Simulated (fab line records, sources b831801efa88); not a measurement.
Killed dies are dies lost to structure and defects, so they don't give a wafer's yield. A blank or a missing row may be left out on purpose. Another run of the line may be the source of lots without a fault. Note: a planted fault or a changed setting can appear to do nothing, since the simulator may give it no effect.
Which tool did it? + flow sky130 + 14 lots with 42 wafers sampled at 3 steps, on a route of 708 steps

WHAT THE GAUGES READ, wafer by wafer
SKY_SONOS_ONO_CD_MEAS_13: the cd target is 410 nm. Usual: cdNm 410.2 nm, standard deviation 2.3.
| lot  | measured     | on       | cdNm (nm)         | flag |
|------|--------------|----------|-------------------|------|
| L670 | day 12 20:47 | cdSem-02 | 404.6 406.1 403.3 |      |
| L672 | day 13 10:24 | cdSem-02 | 408.0 411.4 410.0 |      |
| L674 | day 14 04:24 | cdSem-01 | 410.1 410.3 409.0 |      |
| L676 | day 14 16:26 | cdSem-02 | 411.8 412.4 412.5 |      |
| L678 | day 15 17:31 | cdSem-02 | 409.9 409.1 408.5 |      |
| L681 | day 17 00:16 | cdSem-01 | 409.9 409.3 411.5 |      |
| L682 | day 17 00:38 | cdSem-02 | 410.0 407.6 407.8 |      |
| L683 | day 17 04:30 | cdSem-02 | 411.5 412.1 409.2 |      |
| L684 | day 17 15:34 | cdSem-01 | 408.8 408.2 408.7 |      |
| L685 | day 17 23:38 | cdSem-01 | 413.3 412.5 414.2 |      |
| L687 | day 18 10:03 | cdSem-02 | 412.0 410.7 412.7 |      |
| L691 | day 19 23:23 | cdSem-02 | 411.9 411.3 413.5 |      |
| L692 | day 20 09:09 | cdSem-01 | 412.7 411.7 413.7 |      |
| L693 | day 20 12:35 | cdSem-01 | 406.2 408.0 409.3 |      |

SKY_LDD_P_CD_MEAS_07: the cd target is 380 nm. Usual: cdNm 379.5 nm, standard deviation 2.8.
| lot  | measured     | on       | cdNm (nm)         | flag |
|------|--------------|----------|-------------------|------|
| L670 | day 19 01:56 | cdSem-01 | 380.2 380.1 378.9 |      |
| L672 | day 20 01:16 | cdSem-01 | 372.3 374.9 377.2 |      |
| L674 | day 20 19:47 | cdSem-02 | 379.5 381.1 381.0 |      |
| L676 | day 21 06:47 | cdSem-01 | 383.3 383.6 385.0 |      |
| L678 | day 22 14:13 | cdSem-02 | 382.9 381.0 384.7 |      |
| L681 | day 27 23:42 | cdSem-01 | 380.7 378.4 376.6 |      |
| L682 | day 27 21:35 | cdSem-01 | 376.3 377.2 374.6 |      |
| L683 | day 27 20:48 | cdSem-01 | 372.0 373.3 374.4 |      |
| L684 | day 27 22:31 | cdSem-01 | 382.9 380.1 379.8 |      |
| L685 | day 27 21:35 | cdSem-02 | 377.7 380.2 379.7 |      |
| L687 | day 28 00:56 | cdSem-02 | 379.8 381.0 381.8 |      |
| L691 | day 27 23:44 | cdSem-02 | 378.7 379.0 377.0 |      |
| L692 | day 28 02:09 | cdSem-02 | 381.0 377.7 380.2 |      |
| L693 | day 28 02:50 | cdSem-02 | 379.1 376.9 376.1 |      |

WHICH TOOL RAN EACH LOT (tool, then ch and the chambers of the sampled wafers, then the start)
| lot  | SKY_VT_ADJUST_HVTP_EXPOSE_04       |
|------|------------------------------------|
| L670 | ilineStepper-01 ch 0, day 5 19:35  |
| L672 | ilineStepper-02 ch 0, day 6 06:44  |
| L674 | ilineStepper-02 ch 0, day 6 21:52  |
| L676 | ilineStepper-01 ch 0, day 7 06:04  |
| L678 | ilineStepper-01 ch 0, day 7 21:43  |
| L681 | ilineStepper-02 ch 0, day 9 01:35  |
| L682 | ilineStepper-01 ch 0, day 9 01:48  |
| L683 | ilineStepper-02, day 9 04:59       |
| L684 | ilineStepper-02, day 9 14:07       |
| L685 | ilineStepper-02 ch 0, day 9 17:32  |
| L687 | ilineStepper-01 ch 0, day 10 03:18 |
| L691 | ilineStepper-01 ch 0, day 11 04:43 |
| L692 | ilineStepper-02 ch 0, day 11 10:44 |
| L693 | ilineStepper-02 ch 0, day 11 15:56 |
- SKY_VT_ADJUST_HVTP_EXPOSE_04: exposes mask HVTPM, target cd 380 nm.

AS READ BY THE TOOLS THEMSELVES (means over the sampled wafers that have a number; for cases with no such wafer, the mark the record gives instead)
SKY_VT_ADJUST_HVTP_EXPOSE_04. Usual: exposureDoseMJCm2 139.95, standard deviation 0.14; focusOffsetNm -0.1 nm, standard deviation 0.5.
| lot  | tool            | exposureDoseMJCm2 | focusOffsetNm (nm) | flag |
|------|-----------------|-------------------|--------------------|------|
| L670 | ilineStepper-01 | 139.85            | -0.4               |      |
| L672 | ilineStepper-02 | 139.66            | -0.2               |      |
| L674 | ilineStepper-02 | 139.95            | 0.4                |      |
| L676 | ilineStepper-01 | 139.95            | 0.3                |      |
| L678 | ilineStepper-01 | 140.01            | 0.4                |      |
| L681 | ilineStepper-02 | 139.77            | -0.6               |      |
| L682 | ilineStepper-01 | 140.12            | -0.4               |      |
| L683 | ilineStepper-02 | -                 | -                  | OFF  |
| L684 | ilineStepper-02 | -                 | -                  | OFF  |
| L685 | ilineStepper-02 | 139.93            | -0.3               |      |
| L687 | ilineStepper-01 | 139.95            | -0.4               |      |
| L691 | ilineStepper-01 | 139.92            | -0.3               |      |
| L692 | ilineStepper-02 | 140.12            | 0.1                |      |
| L693 | ilineStepper-02 | 139.76            | -0.4               |      |

THE ANSWER, worked out from the rows above alone
Rule: lot off if the mean of its wafers having a number is beyond 3 standard deviations from the usual mean. A lot without any number at a reading at which 4 lots or more have one is off too. Any other lot the step has rows for is counted as sound. Order of review: gauges by route order, followed by the tools' own readings, for which a lot's mean as printed above is used. At the first step where some lot is off, the reading lying furthest off is the one used; lots without a number count as furthest.
Off, at SKY_VT_ADJUST_HVTP_EXPOSE_04 on exposureDoseMJCm2: L683, L684. Without a number there: L683, L684.
If a tool, at that step or one of the process steps before it, ran each lot that is off and ran no sound lot following the first of them, it fits. No candidate that was tried fits.

WHAT WAS PUT IN BY THE SIMULATOR
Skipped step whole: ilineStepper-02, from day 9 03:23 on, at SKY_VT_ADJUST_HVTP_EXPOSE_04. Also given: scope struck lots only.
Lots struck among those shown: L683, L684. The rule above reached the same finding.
